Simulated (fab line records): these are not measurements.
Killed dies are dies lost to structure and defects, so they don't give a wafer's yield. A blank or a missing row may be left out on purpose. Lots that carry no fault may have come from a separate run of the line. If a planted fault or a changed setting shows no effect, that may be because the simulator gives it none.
One fault seen from 2 desks :: flow sky130 :: only its own numbers are on each desk; what lay behind them is given at the end

## THE TOOL OWNER'S DESK: pvd_sputter-04
The tool's own readings at SKY_METAL3_SPUTTER_03 (material Ti, target thk 5 nm, time 3.3 s): means of the sampled wafers that have a number, for each lot that ran on this tool. Marked OUT: a lot whose mean sits more than 4 standard deviations from the usual mean, which makes it out of limits; the brackets give that distance.
Columns: A = throttle_valve_pct at SKY_METAL3_SPUTTER_03, usual 30.0 %
lot: L737
first seen here: day 39 01:20
A: 30.0

lot: L740
first seen here: day 40 01:17
A: 30.1

lot: L745
first seen here: day 41 01:56
A: 30.1

lot: L747
first seen here: day 41 14:29
A: 30.0
Finding of this desk: none of the 4 lots has anything out of limits.

## THE METROLOGY DESK
Means of the sampled wafers that have a number, per lot and without regard to the tool the lot ran on: this is what the gauges read. Marked OUT: a lot whose mean sits more than 4 standard deviations from the usual mean, which makes it out of limits; the brackets give that distance.
Columns: A = VIA3_HDPCVD_THK at SKY_VIA3_THK_MEAS_01, usual 1632 nm
lot: L730
first seen here: day 38 20:43
A: 1632

lot: L732
first seen here: day 39 10:42
A: 1669

lot: L733
first seen here: day 40 01:01
A: 1639

lot: L734
first seen here: day 40 09:11
A: 1633

lot: L736
first seen here: day 40 18:10
A: 1622

lot: L737
first seen here: day 41 04:37
A: 1649

lot: L739
first seen here: day 41 20:27
A: 1637

lot: L740
first seen here: day 42 02:54
A: 1636

lot: L745
first seen here: day 43 02:08
A: 1618

lot: L747
first seen here: day 43 15:19
A: 1621

lot: L750
first seen here: day 44 10:53
A: 1627

lot: L751
first seen here: day 44 17:52
A: 1640
Finding of this desk: none of the 12 lots has anything out of limits.

## ALL TOGETHER
The tool owner's desk saw nothing out of limits.
At the metrology desk, nothing out of limits was observed.

## WHAT WAS PUT IN BY THE SIMULATOR
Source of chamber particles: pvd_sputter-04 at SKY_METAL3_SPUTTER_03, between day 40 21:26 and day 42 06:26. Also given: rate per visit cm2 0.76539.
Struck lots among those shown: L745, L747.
